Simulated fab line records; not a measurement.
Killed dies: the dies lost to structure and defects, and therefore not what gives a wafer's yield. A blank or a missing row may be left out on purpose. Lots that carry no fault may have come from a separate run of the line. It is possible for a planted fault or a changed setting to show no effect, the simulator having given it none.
Which tool did it? + flow sfq-line + 42 wafers from 14 lots sampled at 5 of the route's 325 steps

== WHAT THE GAUGES READ, wafer by wafer ==
No reading from a measuring or inspecting step in the record can be judged against a usual standard deviation.

== WHAT TOOL EACH LOT RAN ON (gives the tool, then ch and the chambers of the sampled wafers, and finally the start) ==
| lot  | SFQ_TRILAYER_I4_VIA_ETCH_VIA_ETCH_106 | SFQ_TRILAYER_JJ_TRILAYER_DEP_SPUTTER_112 | SFQ_TRILAYER_JJ_CE_STRIP_STRIP_120 | SFQ_TRILAYER_A5B_DEP_PECVD_129  | SFQ_TRILAYER_A5B_METRO_MEASURE_131 |
|------|---------------------------------------|------------------------------------------|------------------------------------|---------------------------------|------------------------------------|
| L611 | rie-diel-02 ch 1,2,3, day 46 20:46    | pvd-sputter-03, day 46 22:46             | rie-metal-04 ch 0,1, day 52 00:59  | pecvd-02 ch 1,2, day 52 09:38   | film-metro-02, day 52 21:10        |
| L612 | rie-diel-01 ch 1,2,3, day 46 21:58    | pvd-sputter-06, day 46 23:58             | rie-metal-01 ch 0,1, day 52 03:23  | pecvd-03 ch 1,2, day 52 10:50   | film-metro-02, day 53 00:02        |
| L613 | rie-diel-02 ch 2,3, day 46 23:10      | pvd-sputter-05, day 47 01:10             | rie-metal-04 ch 1, day 52 05:47    | pecvd-04 ch 0,2, day 52 12:02   | film-metro-03, day 53 03:02        |
| L614 | rie-diel-01 ch 1,3, day 47 00:22      | pvd-sputter-03, day 47 02:22             | rie-metal-04 ch 0, day 52 06:59    | pecvd-04 ch 1,2, day 52 13:14   | film-metro-01, day 53 07:35        |
| L616 | rie-diel-02 ch 1,2,3, day 53 16:17    | pvd-sputter-03, day 53 18:18             | rie-metal-04 ch 1, day 54 06:41    | pecvd-02 ch 1,2, day 54 21:29   | film-metro-02, day 55 01:23        |
| L623 | rie-diel-01 ch 0,1, day 56 08:01      | pvd-sputter-05, day 56 10:02             | rie-metal-04 ch 0,1, day 56 16:41  | pecvd-04 ch 0,1,2, day 60 14:10 | film-metro-02, day 61 04:02        |
| L624 | rie-diel-01 ch 0,1,3, day 56 13:34    | pvd-sputter-03, day 56 15:35             | rie-metal-02 ch 0,1, day 56 20:13  | pecvd-03 ch 0,1, day 60 20:11   | film-metro-03, day 61 11:49        |
| L625 | rie-diel-02 ch 0,2, day 60 07:11      | pvd-sputter-03, day 60 09:12             | rie-metal-01 ch 0,1, day 61 21:20  | pecvd-04 ch 1,2, day 62 03:01   | film-metro-03, day 63 05:05        |
| L626 | rie-diel-03 ch 0,3, day 60 20:23      | pvd-sputter-06, day 60 22:24             | rie-metal-02 ch 0,1, day 61 23:14  | pecvd-03 ch 1,2, day 62 05:26   | film-metro-02, day 63 06:20        |
| L627 | rie-diel-02 ch 1,2,3, day 61 01:11    | pvd-sputter-03, day 61 03:12             | rie-metal-02 ch 0,1, day 62 00:22  | pecvd-02 ch 0,1,2, day 62 06:37 | film-metro-01, day 63 08:05        |
| L628 | rie-diel-03 ch 0,1, day 61 03:35      | pvd-sputter-05, day 61 05:36             | rie-metal-01 ch 0,1, day 62 02:04  | pecvd-04 ch 0,2, day 62 07:50   | film-metro-02, day 63 08:56        |
| L629 | rie-diel-02 ch 0,2, day 61 09:50      | pvd-sputter-06, day 61 11:51             | rie-metal-02 ch 1, day 62 02:41    | pecvd-03 ch 1,2, day 62 09:01   | film-metro-01, day 63 10:53        |
| L631 | rie-diel-01 ch 0,1,3, day 62 05:49    | pvd-sputter-03, day 62 07:50             | rie-metal-01 ch 0,1, day 62 12:17  | pecvd-04 ch 0,1, day 62 18:45   | film-metro-02, day 63 22:19        |
| L632 | rie-diel-02 ch 1,2,3, day 62 07:01    | pvd-sputter-06, day 62 09:02             | rie-metal-01 ch 0,1, day 62 13:29  | pecvd-02 ch 1,2, day 67 10:09   | film-metro-03, day 67 13:26        |
- SFQ_TRILAYER_I4_VIA_ETCH_VIA_ETCH_106: etches SiO2 in CHF3, stops on Nb, target depth 260 nm.
- SFQ_TRILAYER_JJ_TRILAYER_DEP_SPUTTER_112: material Nb, target thk 170 nm, time 113.3 s.
- SFQ_TRILAYER_JJ_CE_STRIP_STRIP_120: strips in O2.
- SFQ_TRILAYER_A5B_DEP_PECVD_129: deposits SiO2 from SiH4/N2O, time 133.33 s, target thk 600 nm.
- SFQ_TRILAYER_A5B_METRO_MEASURE_131

== WHAT THE TOOLS THEMSELVES READ (means of the sampled wafers that have a number; where no wafer has one, the mark that the record gives instead) ==
SFQ_TRILAYER_I4_VIA_ETCH_VIA_ETCH_106. Usual: drypump-motor-current-A 5.7 A, standard deviation 0.43; oes-product-au 0.856 a.u., standard deviation 0.0054.
| lot  | tool        | drypump-motor-current-A (A) | oes-product-au (a.u.) | flag |
|------|-------------|-----------------------------|-----------------------|------|
| L611 | rie-diel-02 | 5.6                         | 0.857                 |      |
| L612 | rie-diel-01 | 5.9                         | 0.859                 |      |
| L613 | rie-diel-02 | 5.5                         | 0.853                 |      |
| L614 | rie-diel-01 | 6.1                         | 0.855                 |      |
| L616 | rie-diel-02 | 5.6                         | 0.860                 |      |
| L623 | rie-diel-01 | 6.3                         | 0.855                 |      |
| L624 | rie-diel-01 | 6.3                         | 0.852                 |      |
| L625 | rie-diel-02 | 5.8                         | 0.851                 |      |
| L626 | rie-diel-03 | 5.7                         | 0.858                 |      |
| L627 | rie-diel-02 | 5.6                         | 0.854                 |      |
| L628 | rie-diel-03 | 5.8                         | 0.855                 |      |
| L629 | rie-diel-02 | 5.6                         | 0.852                 |      |
| L631 | rie-diel-01 | 6.2                         | 0.852                 |      |
| L632 | rie-diel-02 | 5.6                         | 0.853                 |      |

SFQ_TRILAYER_JJ_TRILAYER_DEP_SPUTTER_112. Usual: throttle-valve-pct 29.5 %, standard deviation 0.58.
| lot  | tool           | throttle-valve-pct (%) | flag |
|------|----------------|------------------------|------|
| L611 | pvd-sputter-03 | 29.3                   |      |
| L612 | pvd-sputter-06 | 28.9                   |      |
| L613 | pvd-sputter-05 | 29.2                   |      |
| L614 | pvd-sputter-03 | 29.8                   |      |
| L616 | pvd-sputter-03 | 29.7                   |      |
| L623 | pvd-sputter-05 | 29.2                   |      |
| L624 | pvd-sputter-03 | 29.9                   |      |
| L625 | pvd-sputter-03 | 29.7                   |      |
| L626 | pvd-sputter-06 | 29.8                   |      |
| L627 | pvd-sputter-03 | 29.7                   |      |
| L628 | pvd-sputter-05 | 29.0                   |      |
| L629 | pvd-sputter-06 | 30.2                   |      |
| L631 | pvd-sputter-03 | 29.6                   |      |
| L632 | pvd-sputter-06 | 29.6                   |      |

SFQ_TRILAYER_JJ_CE_STRIP_STRIP_120. Usual: drypump-motor-current-A 5.9 A, standard deviation 0.62; oes-product-au 1.003 a.u., standard deviation 0.0072.
| lot  | tool         | drypump-motor-current-A (A) | oes-product-au (a.u.) | flag |
|------|--------------|-----------------------------|-----------------------|------|
| L611 | rie-metal-04 | 5.3                         | 1.002                 |      |
| L612 | rie-metal-01 | 5.6                         | 0.997                 |      |
| L613 | rie-metal-04 | 4.8                         | 1.002                 |      |
| L614 | rie-metal-04 | 5.6                         | 0.997                 |      |
| L616 | rie-metal-04 | 4.8                         | 1.002                 |      |
| L623 | rie-metal-04 | 5.4                         | 1.005                 |      |
| L624 | rie-metal-02 | 6.5                         | 1.002                 |      |
| L625 | rie-metal-01 | 5.6                         | 1.013                 |      |
| L626 | rie-metal-02 | 6.5                         | 1.003                 |      |
| L627 | rie-metal-02 | 6.4                         | 1.005                 |      |
| L628 | rie-metal-01 | 6.0                         | 0.999                 |      |
| L629 | rie-metal-02 | 6.3                         | 1.010                 |      |
| L631 | rie-metal-01 | 6.0                         | 1.005                 |      |
| L632 | rie-metal-01 | 6.0                         | 1.002                 |      |

SFQ_TRILAYER_A5B_DEP_PECVD_129. Usual: chamber-pressure-Torr 2.399 Torr, standard deviation 0.0051; heater-power-outer-w 22 W, standard deviation 8.2; heater-power-w 72 W, standard deviation 13; throttle-valve-pct 24.8 %, standard deviation 1.4.
| lot  | tool     | chamber-pressure-Torr (Torr) | heater-power-outer-w (W) | heater-power-w (W) | throttle-valve-pct (%) | flag |
|------|----------|------------------------------|--------------------------|--------------------|------------------------|------|
| L611 | pecvd-02 | 2.397                        | 19                       | 66                 | 26.7                   |      |
| L612 | pecvd-03 | 2.394                        | 17                       | 65                 | 23.2                   |      |
| L613 | pecvd-04 | 2.396                        | 29                       | 88                 | 24.4                   |      |
| L614 | pecvd-04 | 2.400                        | 35                       | 89                 | 24.8                   |      |
| L616 | pecvd-02 | 2.397                        | 21                       | 70                 | 26.7                   |      |
| L623 | pecvd-04 | -                            | -                        | -                  | -                      | OFF  |
| L624 | pecvd-03 | -                            | -                        | -                  | -                      | OFF  |
| L625 | pecvd-04 | 2.403                        | 39                       | 94                 | 24.2                   |      |
| L626 | pecvd-03 | 2.400                        | 17                       | 61                 | 23.4                   |      |
| L627 | pecvd-02 | 2.401                        | 22                       | 69                 | 26.1                   |      |
| L628 | pecvd-04 | 2.397                        | 37                       | 96                 | 24.3                   |      |
| L629 | pecvd-03 | 2.392                        | 16                       | 58                 | 23.4                   |      |
| L631 | pecvd-04 | 2.405                        | 21                       | 75                 | 23.2                   |      |
| L632 | pecvd-02 | 2.400                        | 24                       | 71                 | 26.6                   |      |

== THE ANSWER, worked out from the rows above alone ==
Rule: a lot counts as off when the mean over its wafers that have a number is more than 3 standard deviations away from the usual mean. A lot without any number at a reading at which 4 lots or more have one is off too. Where the step has rows for the other lots, those lots are counted as sound. First the gauges in route order, then the tools' own readings, where a lot's mean is used as printed above. The first step at which some lot is off is used, and at that step the reading that is off furthest; a lot without a number counts as furthest.
Off at SFQ_TRILAYER_A5B_DEP_PECVD_129 (chamber-pressure-Torr): L623, L624. Without a number there: L623, L624.
If a tool, at that step or one of the process steps before it, ran each lot that is off and ran no sound lot following the first of them, it fits. Of those tried, none fits.

== WHAT THE SIMULATOR PUT IN ==
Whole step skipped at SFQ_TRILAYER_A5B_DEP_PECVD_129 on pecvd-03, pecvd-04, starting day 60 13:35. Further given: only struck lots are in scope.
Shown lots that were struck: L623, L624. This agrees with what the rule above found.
